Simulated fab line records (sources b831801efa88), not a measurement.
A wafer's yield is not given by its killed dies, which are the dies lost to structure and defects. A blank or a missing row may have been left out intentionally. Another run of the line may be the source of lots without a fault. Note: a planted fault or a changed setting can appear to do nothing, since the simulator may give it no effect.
Which tool did it? ; flow sky130 ; Sampling: 10 lots, 30 wafers, 5 of 708 route steps

== WHAT THE GAUGES READ, wafer by wafer ==
SKY_LI_CONTACT_THK_MEAS_01.
lot;measured;on;LI_CONTACT_HDPCVD_THK (nm)
L840;day 28 03:43;film metro-03;926 926 930
L843;day 29 18:23;film metro-03;927 935 943
L845;day 30 04:45;film metro-02;915 937 918
L846;day 30 05:29;film metro-03;922 919 930
L847;day 30 13:40;film metro-03;949 946 944
L850;day 31 13:43;film metro-03;924 936 927
L851;day 31 19:03;film metro-03;919 918 924
L853;day 32 13:59;film metro-04;933 910 940
L854;day 32 17:07;film metro-04;929 919 919
L859;day 34 13:25;film metro-02;924 938 936

SKY_LOCAL_INTERCONNECT_RS_MEAS_01: the measuring method here is four-point-probe.
lot;measured;on;LOCAL_INTERCONNECT_TIN_RS (ohm/sq)
L840;day 29 09:46;film metro-03;14.10 14.15 13.98
L843;day 30 23:59;film metro-02;13.95 13.76 13.98
L845;day 31 10:34;film metro-03;14.25 14.01 14.21
L846;day 31 12:02;film metro-01;14.03 13.97 14.22
L847;day 31 19:27;film metro-01;14.35 14.37 14.17
L850;day 32 18:48;film metro-03;13.92 13.85 13.92
L851;day 32 23:34;film metro-01;14.16 13.99 14.20
L853;day 33 17:56;film metro-01;14.11 14.19 13.91
L854;day 33 22:25;film metro-03;14.02 14.07 13.82
L859;day 35 16:43;film metro-03;12.16 14.23 14.05

SKY_LOCAL_INTERCONNECT_THK_MEAS_02: measures by xrf.
lot;measured;on;LOCAL_INTERCONNECT_TIN_THK (nm)
L840;day 29 09:53;film metro-03;99.0 99.2 100.0
L843;day 31 00:06;film metro-02;99.5 101.1 99.7
L845;day 31 10:41;film metro-03;98.7 100.7 99.2
L846;day 31 12:08;film metro-01;99.4 99.7 97.7
L847;day 31 19:34;film metro-01;97.2 97.0 98.0
L850;day 32 18:54;film metro-03;100.2 100.6 100.0
L851;day 32 23:41;film metro-01;98.6 99.6 98.5
L853;day 33 18:01;film metro-01;98.5 98.3 100.3
L854;day 33 22:32;film metro-03;100.0 100.0 101.4
L859;day 35 16:50;film metro-03;113.7 98.1 99.4

== TOOL THAT RAN EACH LOT (tool first, then ch and the chambers of the sampled wafers, then the start) ==
lot;SKY_LI_CONTACT_SPUTTER_19;SKY_LOCAL_INTERCONNECT_SPUTTER_00
L840;pvd sputter-03, day 29 08:56;pvd sputter-04, day 29 09:41
L843;pvd sputter-02, day 30 23:10;pvd sputter-04, day 30 23:55
L845;pvd sputter-01, day 31 09:46;pvd sputter-01, day 31 10:30
L846;pvd sputter-02, day 31 11:13;pvd sputter-01, day 31 11:57
L847;pvd sputter-02, day 31 18:37;pvd sputter-01, day 31 19:22
L850;pvd sputter-02, day 32 17:58;pvd sputter-01, day 32 18:42
L851;pvd sputter-02, day 32 22:46;pvd sputter-02, day 32 23:30
L853;pvd sputter-02, day 33 17:04;pvd sputter-04, day 33 17:48
L854;pvd sputter-01, day 33 21:35;pvd sputter-04, day 33 22:20
L859;pvd sputter-02, day 35 15:55;pvd sputter-04, day 35 16:39
- SKY_LI_CONTACT_SPUTTER_19: material Ti, target thk 20 nm, time 106.37 s.
- SKY_LOCAL_INTERCONNECT_SPUTTER_00: material TiN, target thk 100 nm, time 83.3 s.

== AS READ BY THE TOOLS THEMSELVES (means over the sampled wafers that have a number; for cases with no such wafer, the mark the record gives instead) ==
SKY_LI_CONTACT_SPUTTER_19.
lot;tool;substrate temp c (C);throttle valve pct (%)
L840;pvd sputter-03;199.99;30.7
L843;pvd sputter-02;200.11;30.5
L845;pvd sputter-01;199.81;30.3
L846;pvd sputter-02;199.95;30.3
L847;pvd sputter-02;200.00;30.5
L850;pvd sputter-02;200.12;30.9
L851;pvd sputter-02;199.91;29.7
L853;pvd sputter-02;200.05;30.1
L854;pvd sputter-01;200.02;30.1
L859;pvd sputter-02;199.85;30.8

SKY_LOCAL_INTERCONNECT_SPUTTER_00.
lot;tool;substrate temp c (C);throttle valve pct (%)
L840;pvd sputter-04;299.96;29.9
L843;pvd sputter-04;299.98;30.8
L845;pvd sputter-01;300.13;30.6
L846;pvd sputter-01;299.96;30.2
L847;pvd sputter-01;300.02;30.8
L850;pvd sputter-01;299.83;30.3
L851;pvd sputter-02;300.17;29.9
L853;pvd sputter-04;299.89;30.6
L854;pvd sputter-04;300.11;30.3
L859;pvd sputter-04;299.98;30.2

== THE ANSWER, worked out from the rows above alone ==
Rule: what is usual is taken from the lots themselves. The widest of any qualifying gaps counts: lots, ordered by their means at a reading, are off when they make up no more than a third of the lots, leave a main group of 4 or more, and stand apart from it by 3 or more times the standard deviation of that group's means. A main group whose means are all the same, to the digits that the tables above print for the reading, isn't used. Also off: a lot with no number at a reading for which 4 or more lots have one. All remaining lots with rows at the step are treated as sound. First the gauges in route order, then the tools' own readings, where a lot's mean is used as printed above. At the first step where some lot is off, the reading lying furthest off is the one used; lots without a number count as furthest.
Off: L859, at SKY_LOCAL_INTERCONNECT_RS_MEAS_01 (LOCAL_INTERCONNECT_TIN_RS). For the main group the mean is 14.06 ohm/sq and the standard deviation 0.12.
If a tool, at a process step before that reading, ran all the lots that are off and no sound lot after the first of them, it fits. Those tools and the gauges at SKY_LOCAL_INTERCONNECT_RS_MEAS_01 are tried in the same way. Can't be told from this: 3 tools fit, pvd sputter-02 at SKY_LI_CONTACT_SPUTTER_19, pvd sputter-04 at SKY_LOCAL_INTERCONNECT_SPUTTER_00, film metro-03 at SKY_LOCAL_INTERCONNECT_RS_MEAS_01.

== WHAT THE SIMULATOR HAD PUT IN ==
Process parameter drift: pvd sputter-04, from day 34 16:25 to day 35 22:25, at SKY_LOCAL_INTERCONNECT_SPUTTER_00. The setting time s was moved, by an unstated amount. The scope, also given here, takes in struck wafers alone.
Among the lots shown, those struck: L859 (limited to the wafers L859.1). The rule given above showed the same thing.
